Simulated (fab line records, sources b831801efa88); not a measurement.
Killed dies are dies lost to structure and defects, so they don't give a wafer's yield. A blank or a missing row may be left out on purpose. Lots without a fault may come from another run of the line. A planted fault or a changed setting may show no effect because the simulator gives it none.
Which tool did it? | flow sfq_line | 14 lots, 42 wafers sampled, at 4 steps of a route of 325

WHAT THE GAUGES READ, wafer by wafer
The record holds no reading of a measuring or inspecting step that can be judged against a usual standard deviation.

WHICH TOOL RAN EACH LOT (tool, then ch and the chambers of the sampled wafers, then the start)
lot  | SFQ_TRILAYER_M1_STRIP_STRIP_043   | SFQ_TRILAYER_I1_CMP_CMP_046   | SFQ_TRILAYER_I2_DEP_PECVD_063   | SFQ_TRILAYER_I2_CMP_CMP_064
L189 | rie_metal-02 ch 0,1, day 24 00:47 | cmp-01 ch 1,2,3, day 24 01:39 | pecvd-01 ch 0,2, day 37 07:41   | cmp-02 ch 0,1,3, day 37 07:48
L190 | rie_metal-03 ch 0, day 25 08:14   | cmp-01 ch 0,2, day 25 09:36   | pecvd-03 ch 0,2, day 38 14:53   | cmp-01 ch 0,1, day 38 17:28
L191 | rie_metal-03 ch 0, day 25 13:02   | cmp-01 ch 0,3, day 25 13:54   | pecvd-02 ch 0,2, day 38 23:25   | cmp-01 ch 0,1,2, day 39 03:28
L192 | rie_metal-04 ch 0, day 25 20:14   | cmp-02 ch 0,3, day 25 22:03   | pecvd-03 ch 0,2, day 39 06:37   | cmp-01 ch 0,1,2, day 39 08:58
L193 | rie_metal-04 ch 0,1, day 26 04:56 | cmp-02 ch 0,1,2, day 26 06:47 | pecvd-03 ch 0,1,2, day 39 15:01 | cmp-02 ch 1,2,3, day 39 15:35
L194 | rie_metal-04 ch 0,1, day 26 20:13 | cmp-02 ch 1,3, day 27 04:44   | pecvd-03 ch 0,2, day 40 06:37   | cmp-01 ch 1,2,3, day 40 09:00
L200 | rie_metal-03 ch 1, day 30 00:10   | cmp-01 ch 2,3, day 30 13:53   | pecvd-02 ch 0,1,2, day 43 23:16 | cmp-02 ch 0,2, day 44 02:13
L201 | rie_metal-04 ch 0,1, day 30 05:35 | cmp-02 ch 0,1,3, day 30 22:44 | pecvd-03 ch 0,2, day 44 05:16   | cmp-01 ch 0,2,3, day 44 07:44
L202 | rie_metal-02 ch 0,1, day 30 13:59 | cmp-02 ch 0,3, day 31 04:44   | pecvd-02 ch 0,1,2, day 44 11:16 | cmp-01 ch 0,1,2, day 44 12:20
L203 | rie_metal-02 ch 0,1, day 30 23:35 | cmp-02 ch 0,2, day 31 14:14   | pecvd-02 ch 0,2, day 44 17:04   | cmp-02 ch 1,2,3, day 44 20:01
L206 | rie_metal-03 ch 0,1, day 32 07:59 | cmp-01 ch 0,2,3, day 32 09:50 | pecvd-01 ch 1,2, day 45 06:16   | cmp-01 ch 1,2, day 45 07:02
L208 | rie_metal-03 ch 0,1, day 32 22:56 | cmp-01 ch 0,1,3, day 33 00:58 | pecvd-03 ch 1,2, day 45 19:29   | cmp-01 ch 0,2, day 46 03:47
L209 | rie_metal-02 ch 0,1, day 33 05:11 | cmp-01 ch 0,2,3, day 33 05:51 | pecvd-02 ch 0,1,2, day 46 00:17 | cmp-02 ch 1,2,3, day 46 06:36
L210 | rie_metal-04 ch 0,1, day 33 11:07 | cmp-01 ch 0,2,3, day 33 12:28 | pecvd-03 ch 0,1,2, day 46 07:28 | cmp-02 ch 1,2,3, day 46 16:56
- SFQ_TRILAYER_M1_STRIP_STRIP_043: strips in O2.
- SFQ_TRILAYER_I1_CMP_CMP_046: polishes SiO2.
- SFQ_TRILAYER_I2_DEP_PECVD_063: deposits SiO2 from SiH4/N2O, time 111.11 s, target thk 500 nm.
- SFQ_TRILAYER_I2_CMP_CMP_064: polishes SiO2.

WHAT THE TOOLS THEMSELVES READ (means of the sampled wafers that have a number; where no wafer has one, the mark that the record gives instead)
SFQ_TRILAYER_M1_STRIP_STRIP_043. Usual: drypump_motor_current_A 6.0 A, standard deviation 0.47; oes_product_au 1.002 a.u., standard deviation 0.0086.
lot  | tool         | drypump_motor_current_A (A) | oes_product_au (a.u.) | flag
L189 | rie_metal-02 | 6.1                         | 0.993                 |
L190 | rie_metal-03 | 6.0                         | 1.010                 |
L191 | rie_metal-03 | 6.0                         | 1.009                 |
L192 | rie_metal-04 | 6.7                         | 1.001                 |
L193 | rie_metal-04 | 6.3                         | 1.010                 |
L194 | rie_metal-04 | 6.3                         | 1.007                 |
L200 | rie_metal-03 | 5.3                         | 0.985                 |
L201 | rie_metal-04 | 6.3                         | 1.011                 |
L202 | rie_metal-02 | 5.9                         | 1.004                 |
L203 | rie_metal-02 | 6.1                         | 1.003                 |
L206 | rie_metal-03 | 5.8                         | 1.004                 |
L208 | rie_metal-03 | 5.5                         | 0.996                 |
L209 | rie_metal-02 | 6.1                         | 1.008                 |
L210 | rie_metal-04 | 6.5                         | 1.004                 |

SFQ_TRILAYER_I1_CMP_CMP_046. Usual: motor_current_A 10.5 A, standard deviation 0.75; platen_rpm 60.00 rpm, standard deviation 0.047; retaining_ring_pressure_frac 1.000, standard deviation 0.0047; time_to_endpoint_s 217 s, standard deviation 8.2.
lot  | tool   | motor_current_A (A) | platen_rpm (rpm) | retaining_ring_pressure_frac | time_to_endpoint_s (s) | flag
L189 | cmp-01 | 10.2                | 59.98            | 0.998                        | 212                    |
L190 | cmp-01 | 9.5                 | 53.93            | 0.999                        | 239                    | OFF
L191 | cmp-01 | 10.4                | 54.03            | 0.995                        | 237                    | OFF
L192 | cmp-02 | 11.4                | 59.97            | 1.001                        | 227                    |
L193 | cmp-02 | 10.6                | 59.99            | 0.999                        | 229                    |
L194 | cmp-02 | 11.1                | 59.96            | 1.000                        | 219                    |
L200 | cmp-01 | 10.0                | 59.99            | 1.000                        | 208                    |
L201 | cmp-02 | 10.8                | 60.00            | 0.999                        | 212                    |
L202 | cmp-02 | 11.3                | 59.99            | 0.997                        | 214                    |
L203 | cmp-02 | 10.1                | 59.96            | 1.000                        | 215                    |
L206 | cmp-01 | 9.8                 | 60.00            | 1.003                        | 213                    |
L208 | cmp-01 | 10.6                | 59.96            | 1.001                        | 218                    |
L209 | cmp-01 | 9.7                 | 60.00            | 0.994                        | 220                    |
L210 | cmp-01 | 10.3                | 59.99            | 1.002                        | 210                    |

SFQ_TRILAYER_I2_DEP_PECVD_063. Usual: heater_power_w 84 W, standard deviation 14; throttle_valve_pct 24.8 %, standard deviation 1.2.
lot  | tool     | heater_power_w (W) | throttle_valve_pct (%) | flag
L189 | pecvd-01 | 89                 | 25.0                   |
L190 | pecvd-03 | 95                 | 26.4                   |
L191 | pecvd-02 | 74                 | 23.5                   |
L192 | pecvd-03 | 92                 | 26.0                   |
L193 | pecvd-03 | 87                 | 25.6                   |
L194 | pecvd-03 | 94                 | 26.3                   |
L200 | pecvd-02 | 78                 | 23.5                   |
L201 | pecvd-03 | 93                 | 26.2                   |
L202 | pecvd-02 | 75                 | 23.5                   |
L203 | pecvd-02 | 78                 | 23.7                   |
L206 | pecvd-01 | 81                 | 25.2                   |
L208 | pecvd-03 | 83                 | 25.2                   |
L209 | pecvd-02 | 72                 | 23.7                   |
L210 | pecvd-03 | 93                 | 25.5                   |

SFQ_TRILAYER_I2_CMP_CMP_064. Usual: motor_current_A 10.5 A, standard deviation 0.74; platen_rpm 60.00 rpm, standard deviation 0.039; retaining_ring_pressure_frac 0.999, standard deviation 0.0051; time_to_endpoint_s 216 s, standard deviation 7.5.
lot  | tool   | motor_current_A (A) | platen_rpm (rpm) | retaining_ring_pressure_frac | time_to_endpoint_s (s) | flag
L189 | cmp-02 | 10.8                | 60.01            | 1.001                        | 215                    |
L190 | cmp-01 | 11.1                | 59.96            | 1.002                        | 219                    |
L191 | cmp-01 | 10.1                | 59.99            | 0.994                        | 207                    |
L192 | cmp-01 | 10.0                | 60.04            | 0.990                        | 213                    |
L193 | cmp-02 | 11.0                | 60.04            | 0.999                        | 218                    |
L194 | cmp-01 | 10.2                | 59.96            | 0.999                        | 218                    |
L200 | cmp-02 | 10.5                | 60.00            | 1.003                        | 221                    |
L201 | cmp-01 | 9.8                 | 60.01            | 0.994                        | 216                    |
L202 | cmp-01 | 10.1                | 59.96            | 0.995                        | 219                    |
L203 | cmp-02 | 10.6                | 60.01            | 1.000                        | 213                    |
L206 | cmp-01 | 10.0                | 59.95            | 0.991                        | 208                    |
L208 | cmp-01 | 9.8                 | 59.99            | 0.998                        | 220                    |
L209 | cmp-02 | 10.9                | 59.99            | 0.996                        | 216                    |
L210 | cmp-02 | 11.1                | 59.98            | 1.003                        | 213                    |

THE ANSWER, worked out from the rows above alone
Rule: a lot is off if the mean of its wafers that have a number lies more than 3 standard deviations from the usual mean. A lot without any number at a reading at which 4 lots or more have one is off too. The other lots that the step has rows for count as sound. The gauges are gone through in route order, then the tools' own readings, and for those a lot's mean is taken as printed above. The first step at which some lot is off is used, and at that step the reading that is off furthest; a lot without a number counts as furthest.
Off: L190, L191, at SFQ_TRILAYER_I1_CMP_CMP_046 (platen_rpm).
A tool fits if, at that step or a process step before it, it ran every lot that is off, and no sound lot after the first of them. None of those tried fits.

WHAT THE SIMULATOR HAD PUT IN
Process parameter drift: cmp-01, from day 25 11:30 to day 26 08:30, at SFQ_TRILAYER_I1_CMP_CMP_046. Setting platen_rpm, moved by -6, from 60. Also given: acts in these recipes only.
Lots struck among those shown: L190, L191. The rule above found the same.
